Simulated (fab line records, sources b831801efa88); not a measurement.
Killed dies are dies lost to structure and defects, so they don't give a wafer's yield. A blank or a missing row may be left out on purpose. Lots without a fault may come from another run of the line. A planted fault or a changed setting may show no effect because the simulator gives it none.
fab line records | flow sky130
record lots=6 wafers=18 last_day=50
route steps=708 shown SONOS_ONO@186 GATE_OXIDE@187 PAD_OPEN@708
lots that met no fault: from a run of the same line without faults
start_h: hours from the record's first day to the start of the lot's first wafer shown | wait_h: hours since the lot's step before | " the same as in the row above | L1.1+2: a row that stands for several wafers | - no value, or no start given | * or withheld: withheld | < > ~ a bound
route shown NAME@n: a module of which the file shows steps, and the number in the route of the first | usual: mean/standard deviation of fault-free wafers | same: alike in all rows | chamber/n: place in a boat | sites: the reading at each site | _std_site: their standard deviation | _edge_site: outer sites' mean less inner sites' | radius_mm: how far each site lies from the wafer's centre | mask NAME#n: copy n | behind: the tool/chamber that last shaped the wafer | hold: why the lot was held/for how many hours/how that ended | device: the transistor (n, p or np) that didn't switch | end of line: the same wafers' tests at the end of the route | a step without rows: its recipe alone | killed: dies lost to structure and defects at the first sort, not the wafer's yield | map: a wafer's dies, x killed, . not, _ none there
set.NAME: the setting as run; set.NAME@STEP: as run at that earlier step | model.NAME: the simulator's own value behind a step, which no gauge read
lots at some steps of the route; a table a step, a row a wafer
services: from which hour (start_h, from the record's first day; less than 0 if before it) a tool's chamber was out of use, for how many hours, and why
## steps
# step SKY_SONOS_ONO_WET_ETCH_18
# recipe chemistry=H3PO4 target_depth_nm=15 target=Si3N4 temp_c=160 time_s=172
# step SKY_GATE_OXIDE_CLEAN_00
# recipe chemistry=SC1/SC2 mix=1:4:20 temp_c=70 time_s=150 dry=n2_spin
# step SKY_GATE_OXIDE_OXIDATION_01
# recipe temp_c=900 ambient=O2 stabilise_s=600 purge_s=300 target_thk_a=102.68 ox_time_s=1473
# step SKY_GATE_OXIDE_THK_MEAS_02
# recipe reads=SiO2_of_GATE_OXIDE_OXIDATION_01
# usual GATE_OXIDE_OXIDATION_00_THK=10.35/0.18
# columns lot.wafer tool chamber start_h wait_h GATE_OXIDE_OXIDATION_00_THK[nm]
L203.1 film_metro-01 - 330.37 0.0 10.52
L203.2 " - " " 10.68
L203.3 " - " " 10.60
L202.2 film_metro-02 - 330.37 0.0 10.37
L202.5 " - " " 10.52
L202.6 " - " " 10.57
L211.2 film_metro-02 - 399.56 0.0 10.15
L211.4 " - " " 10.10
L211.5 " - " " 10.04
L212.2 film_metro-02 - 421.81 0.0 10.30
L212.4 " - " " 10.67
L212.5 " - " " 10.49
L214.2 film_metro-01 - 431.44 0.0 10.32
L214.3 " - " " 10.38
L214.4 " - " " 10.41
L218.2 film_metro-02 - 461.59 0.0 10.15
L218.3 " - " " 9.99
L218.5 " - " " 10.31
# step SKY_GATE_OXIDE_DEHYDRATE_03
# recipe temp_c=200 time_s=60
# step SKY_GATE_OXIDE_HMDS_04
# recipe prime_time_s=60 prime_temp_c=120
# step SKY_GATE_OXIDE_COAT_05
# recipe resist=NOVOLAK spin_rpm=3000 resist_thk_nm=1140
# step SKY_GATE_OXIDE_SOFTBAKE_06
# recipe temp_c=90 time_s=61.92 resist=NOVOLAK
# usual plate_sensor_t_centre_C=90.758/0.01 plate_sensor_t_edge_C=90.829/0.011
# same time_s=61.92
# columns lot.wafer tool chamber start_h wait_h plate_sensor_t_centre_C plate_sensor_t_edge_C
L202.2 litho_track-01 0 342.56 0.1 90.755 90.806
L202.5 " 0 " " 90.778 90.843
L202.6 " 0 " " 90.743 90.823
L203.1 litho_track-04 0 343.03 0.1 90.761 90.828
L203.2 " 0 " " 90.762 90.827
L203.3 " 0 " " 90.753 90.827
L211.2 litho_track-01 0 414.26 0.1 90.765 90.832
L211.4 " 0 " " 90.760 90.830
L211.5 " 0 " " 90.750 90.829
L212.2 litho_track-01 0 436.41 0.1 90.750 90.842
L212.4 " 0 " " 90.762 90.811
L212.5 " 0 " " 90.734 90.846
L214.2 litho_track-01 0 446.56 0.1 90.763 90.823
L214.3 " 0 " " 90.762 90.815
L214.4 " 0 " " 90.766 90.849
L218.2 litho_track-01 0 476.61 0.1 90.763 90.813
L218.3 " 0 " " 90.763 90.824
L218.5 " 0 " " 90.736 90.839
# step SKY_GATE_OXIDE_EXPOSE_07
# recipe mask_id=LVOM na=0.6 source_shape=conventional sigma_outer=0.6 polarization=unpolarized target_cd_nm=600 dose_mj=170
# step SKY_GATE_OXIDE_PEB_08
# recipe temp_c=withheld time_s=* resist=NOVOLAK
# step SKY_GATE_OXIDE_DEVELOP_09
# recipe resist=NOVOLAK developer=TMAH develop_time_s=60 dev_temp_c=23
# step SKY_GATE_OXIDE_OVL_MEAS_10
# usual GATE_OXIDE_OVL=-0.1/1.5
# columns lot.wafer tool chamber start_h wait_h GATE_OXIDE_OVL[nm]
L202.2 overlay-02 - 356.44 0.1 -1.2
L202.5 " - " " -0.1
L202.6 " - " " -1.3
L203.1 overlay-01 - 357.25 0.1 0.8
L203.2 " - " " 1.0
L203.3 " - " " 1.4
L211.2 overlay-01 - 429.29 0.1 3.0
L211.4 " - " " 1.5
L211.5 " - " " 1.8
L212.2 overlay-01 - 452.06 0.1 1.1
L212.4 " - " " 1.2
L212.5 " - " " 2.5
L214.2 overlay-01 - 461.74 0.1 1.2
L214.3 " - " " 0.1
L214.4 " - " " 1.0
L218.2 overlay-02 - 492.59 0.1 -0.1
L218.3 " - " " -0.1
L218.5 " - " " -1.0
# step SKY_GATE_OXIDE_IMPLANT_11
# recipe species=B energy_kev=10 dose_cm2=2.6e+12 tilt_deg=withheld
# usual dose_ions_cm2=2.5995e+12/2.9e+09 faraday_current_uA=14.64/0.26
# columns lot.wafer tool chamber start_h wait_h dose_ions_cm2 faraday_current_uA
L202.2 implanter-01 0 356.49 0.0 2.6036e+12 14.72
L202.5 " 0 " " 2.6049e+12 14.40
L202.6 " 0 " " 2.6057e+12 14.30
L203.1 implanter-02 0 357.29 0.0 2.5982e+12 14.51
L203.2 " 0 " " 2.5974e+12 15.14
L203.3 " 0 " " 2.5949e+12 14.80
L211.2 implanter-01 0 429.35 0.0 2.8222e+12 15.90
L211.4 " 0 " " 2.8281e+12 15.71
L211.5 " 0 " " 2.8239e+12 15.68
L212.2 implanter-01 0 452.11 0.0 2.8274e+12 16.08
L212.4 " 0 " " 2.8255e+12 16.00
L212.5 " 0 " " 2.8181e+12 15.68
L214.2 implanter-02 0 461.80 0.0 2.6016e+12 14.43
L214.3 " 0 " " 2.6023e+12 14.33
L214.4 " 0 " " 2.5998e+12 14.70
L218.2 implanter-03 0 492.64 0.0 2.5968e+12 14.29
L218.3 " 0 " " 2.5965e+12 14.79
L218.5 " 0 " " 2.5996e+12 14.76
# step SKY_GATE_OXIDE_WET_ETCH_12
# recipe chemistry=dHF target_depth_nm=16.8 dry=n2_spin target=SiO2 dilution=100:1 temp_c=25 time_s=336
# step SKY_PAD_OPEN_PROBE_99
# usual killed_at_M0_to_M3=42/7 killed_at_M4_up=3.2/1.6 killed_at_contacts=24/5.8 killed_at_front_end=16/4.3 killed_at_other=0.3/0.62 killed_dies=86/9.5 killed_open=46/6.4 killed_short=39/6.3
# same gross_dies=492 killed_at_back_side=0
# columns lot.wafer tool chamber start_h wait_h killed_at_M0_to_M3 killed_at_M4_up killed_at_contacts killed_at_front_end killed_at_other killed_dies killed_open killed_short model.etest.pfet_01v8_lvt.drive_ua_um model.etest.pfet_01v8_mvt.drive_ua_um model.etest.pfet_01v8_lvt.off_log10_a_um model.etest.pfet_01v8_mvt.off_log10_a_um model.etest.pfet_01v8_hvt.off_log10_a_um model.etest.pfet_01v8_lvt.vt_sat_v model.etest.pfet_01v8_lvt.vt_v model.etest.pfet_01v8_lvt.vt_long_v
L203.1 prober-01 - 1114.38 0.1 56 2 30 14 0 102 53 48 172.2 147.7 -8.935 -11.11 -13.36 -0.4512 -0.5442 -0.6578
L203.2 prober-01 - 1114.43 0.1 32 2 25 10 1 70 34 36 173.2 146.3 -8.999 -11.31 -13.38 -0.4597 -0.546 -0.6585
L203.3 prober-01 - 1114.48 0.2 44 4 19 22 0 89 48 40 171.4 147.5 -9.113 -11.09 -13.26 -0.4531 -0.5447 -0.6594
L202.2 prober-02 - 1116.57 0.1 49 2 26 14 0 91 47 44 175.4 152.7 -8.55 -10.45 -13.15 -0.4162 -0.5047 -0.6244
L202.5 prober-02 - 1116.72 0.2 47 3 31 10 0 91 46 45 174.4 151.2 -8.686 -10.27 -13.06 -0.4243 -0.5093 -0.6256
L202.6 prober-02 - 1116.77 0.2 41 3 20 13 0 77 36 41 178.3 156.6 -8.431 -10.27 -12.77 -0.4091 -0.5048 -0.6254
L211.2 prober-02 - 1160.31 0.1 32 5 41 14 1 93 45 44 181.8 155.8 -7.96 -9.971 -13 -0.3575 -0.4496 -0.5698
L211.4 prober-02 - 1160.41 0.2 50 3 25 15 0 93 52 38 186.4 163.3 -7.721 -9.536 -12.7 -0.3351 -0.4329 -0.559
L211.5 prober-02 - 1160.46 0.2 44 0 36 16 0 96 55 38 184.8 162.7 -7.722 -9.77 -12.54 -0.3438 -0.4418 -0.5688
L212.2 prober-01 - 1171.91 0.1 41 4 31 17 0 93 57 36 186.7 158.9 -7.953 -9.766 -12.72 -0.3516 -0.4441 -0.5716
L212.4 prober-01 - 1172.01 0.2 56 2 23 18 0 99 48 51 180 153.6 -8.012 -10.16 -13.1 -0.3615 -0.4528 -0.5751
L212.5 prober-01 - 1172.06 0.2 32 4 35 17 1 89 49 40 185.4 160.5 -7.924 -10.08 -12.66 -0.3554 -0.4495 -0.5743
L214.2 prober-01 - 1174.65 0.1 49 8 30 17 0 104 58 44 173.6 153.3 -8.902 -10.8 -12.93 -0.4581 -0.5472 -0.666
L214.3 prober-01 - 1174.70 0.2 47 4 17 10 0 78 43 33 174.9 153.9 -8.948 -10.65 -12.9 -0.455 -0.5476 -0.6665
L214.4 prober-01 - 1174.75 0.2 46 1 20 12 0 79 41 37 171.8 148 -9.172 -11.06 -13.31 -0.4656 -0.5521 -0.6656
L218.2 prober-01 - 1194.02 0.1 33 1 31 18 0 83 47 36 171 148.6 -9.097 -10.72 -13.24 -0.4589 -0.5459 -0.6609
L218.3 prober-01 - 1194.07 0.2 51 4 18 25 0 98 49 49 170.2 148.2 -8.995 -10.91 -13.23 -0.4581 -0.5455 -0.6606
L218.5 prober-01 - 1194.17 0.2 46 2 31 19 0 98 50 48 168.7 146.8 -8.988 -10.97 -13.24 -0.4607 -0.5473 -0.6666
# killed by level:class
L203.1 CONTACT:geometric_particle:open=9 METAL2:geometric_particle:short=9 VIA1:geometric_particle:short=8 VIA1:geometric_particle:open=8 LI_CONTACT:geometric_particle:open=7 VIA2:geometric_particle:open=7 LI_CONTACT:geometric_particle:short=6 VIA2:geometric_particle:short=6
L203.2 CONTACT:geometric_particle:open=9 VIA1:geometric_particle:short=8 LI_CONTACT:geometric_particle:open=7 CONTACT:geometric_particle:short=5 METAL1:geometric_particle:short=5 VIA3:geometric_particle:open=4 VIA2:geometric_particle:open=4 FIELD_ISO:geometric_particle:short=3
L203.3 VIA1:geometric_particle:open=12 VIA2:geometric_particle:open=7 CONTACT:geometric_particle:short=6 CONTACT:geometric_particle:open=6 VIA3:geometric_particle:short=6 POLY_GATE:geometric_particle:open=5 VIA3:geometric_particle:open=5 POLY_GATE:geometric_particle:short=4
L202.2 VIA3:geometric_particle:open=13 LI_CONTACT:geometric_particle:open=7 CONTACT:geometric_particle:open=7 POLY_GATE:geometric_particle:short=6 LOCAL_INTERCONNECT:geometric_particle:short=6 METAL1:geometric_particle:short=6 VIA1:geometric_particle:short=6 VIA1:geometric_particle:open=6
L202.5 LI_CONTACT:geometric_particle:open=9 VIA3:geometric_particle:open=9 VIA1:geometric_particle:open=9 LOCAL_INTERCONNECT:geometric_particle:short=7 CONTACT:geometric_particle:open=7 METAL1:geometric_particle:short=6 METAL2:geometric_particle:short=6 LI_CONTACT:geometric_particle:short=4
L202.6 METAL1:geometric_particle:short=9 VIA1:geometric_particle:open=8 CONTACT:geometric_particle:open=8 METAL2:geometric_particle:short=6 FIELD_ISO:geometric_particle:short=5 LI_CONTACT:geometric_particle:open=5 METAL3:geometric_particle:short=5 FIELD_ISO:geometric_particle:open=4
L211.2 CONTACT:geometric_particle:open=17 CONTACT:geometric_particle:short=8 VIA1:geometric_particle:short=8 VIA1:geometric_particle:open=6 LOCAL_INTERCONNECT:geometric_particle:short=5 VIA3:geometric_particle:open=5 LI_CONTACT:geometric_particle:open=4 METAL4:geometric_particle:short=4
L211.4 VIA1:geometric_particle:open=16 CONTACT:geometric_particle:open=10 METAL1:geometric_particle:short=8 POLY_GATE:geometric_particle:open=5 VIA2:geometric_particle:open=5 VIA3:geometric_particle:open=5 LI_CONTACT:geometric_particle:short=4 METAL3:geometric_particle:short=4
L211.5 VIA1:geometric_particle:open=11 CONTACT:geometric_particle:open=9 CONTACT:geometric_particle:short=9 VIA3:geometric_particle:open=9 LI_CONTACT:geometric_particle:open=8 VIA2:geometric_particle:open=8 METAL2:geometric_particle:short=6 POLY_GATE:geometric_particle:short=4
L212.2 CONTACT:geometric_particle:open=14 VIA1:geometric_particle:open=13 FIELD_ISO:geometric_particle:open=6 VIA3:geometric_particle:open=6 LI_CONTACT:geometric_particle:open=5 LOCAL_INTERCONNECT:geometric_particle:short=5 LI_CONTACT:geometric_particle:short=4 METAL2:geometric_particle:short=4
L212.4 VIA1:geometric_particle:open=11 METAL1:geometric_particle:short=10 METAL2:geometric_particle:short=10 CONTACT:geometric_particle:open=8 VIA3:geometric_particle:open=7 CONTACT:geometric_particle:short=6 LI_CONTACT:geometric_particle:open=6 FIELD_ISO:geometric_particle:short=5
L212.5 CONTACT:geometric_particle:open=17 VIA1:geometric_particle:open=8 FIELD_ISO:geometric_particle:open=6 FIELD_ISO:geometric_particle:short=6 LOCAL_INTERCONNECT:geometric_particle:short=6 LI_CONTACT:geometric_particle:open=6 METAL2:geometric_particle:short=6 VIA3:geometric_particle:open=5
L214.2 VIA1:geometric_particle:open=15 VIA2:geometric_particle:open=11 CONTACT:geometric_particle:open=9 POLY_GATE:geometric_particle:open=7 LOCAL_INTERCONNECT:geometric_particle:short=6 VIA1:geometric_particle:short=6 METAL4:geometric_particle:short=6 FIELD_ISO:geometric_particle:open=5
L214.3 VIA2:geometric_particle:open=14 CONTACT:geometric_particle:open=8 VIA1:geometric_particle:open=7 LI_CONTACT:geometric_particle:open=5 VIA2:geometric_particle:short=5 METAL1:geometric_particle:short=5 METAL2:geometric_particle:short=5 FIELD_ISO:geometric_particle:open=4
L214.4 CONTACT:geometric_particle:open=10 VIA1:geometric_particle:open=8 VIA3:geometric_particle:open=8 METAL1:geometric_particle:short=7 LOCAL_INTERCONNECT:geometric_particle:short=5 METAL2:geometric_particle:short=5 FIELD_ISO:geometric_particle:short=4 VIA1:geometric_particle:short=4
L218.2 CONTACT:geometric_particle:open=13 LI_CONTACT:geometric_particle:open=7 VIA1:geometric_particle:open=6 VIA2:geometric_particle:open=6 FIELD_ISO:geometric_particle:short=5 POLY_GATE:geometric_particle:short=5 LOCAL_INTERCONNECT:geometric_particle:short=5 CONTACT:geometric_particle:short=5
L218.3 POLY_GATE:geometric_particle:short=10 VIA2:geometric_particle:open=10 VIA3:geometric_particle:open=9 CONTACT:geometric_particle:open=9 METAL1:geometric_particle:short=8 VIA1:geometric_particle:open=7 FIELD_ISO:geometric_particle:open=5 METAL2:geometric_particle:short=5
L218.5 VIA2:geometric_particle:open=10 LOCAL_INTERCONNECT:geometric_particle:short=8 CONTACT:geometric_particle:open=8 LI_CONTACT:geometric_particle:open=7 VIA3:geometric_particle:open=7 CONTACT:geometric_particle:short=6 METAL1:geometric_particle:short=6 METAL2:geometric_particle:short=6
## services
# columns tool chamber start_h hours kind
implanter-02 - 323.83 3.4 pm
implanter-03 - 432.95 3.3 pm
implanter-01 - 447.32 2.3 pm
implanter-02 - 473.37 10.7 repair
implanter-03 - 486.16 1.9 repair
## key
first_sign step=SKY_GATE_OXIDE_IMPLANT_11 reading=dose_ions_cm2 direction=up sigmas=77 usual=* struck=*
effect step=SKY_GATE_OXIDE_IMPLANT_11 reading=faraday_current_uA direction=up sigmas=4.6 usual=14.64 struck=15.84
model_effect step=SKY_PAD_OPEN_PROBE_99 value=etest.pfet_01v8_lvt.drive_ua_um without=173.4 struck=184.2
met_at SKY_GATE_OXIDE_IMPLANT_11
struck_wafers L211.2,L211.4,L211.5,L212.2,L212.4,L212.5
tester_left_out L211,L212
onset_between 356.49 429.35
fault kind=process_parameter_drift tool=implanter-01 chamber=- onset_h=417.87 steps=SKY_GATE_OXIDE_IMPLANT_11 channel=dose_cm2 offset=* shape=step end_h=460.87 acts_in=* stated=*
# tester_left_out: of these lots the tester's yield and bins aren't shown, on N5 and GAA mostly nor the transistor test; their killed dies are dies lost to structure and defects alone, not to doping, threshold or leakage, so they don't give the yield
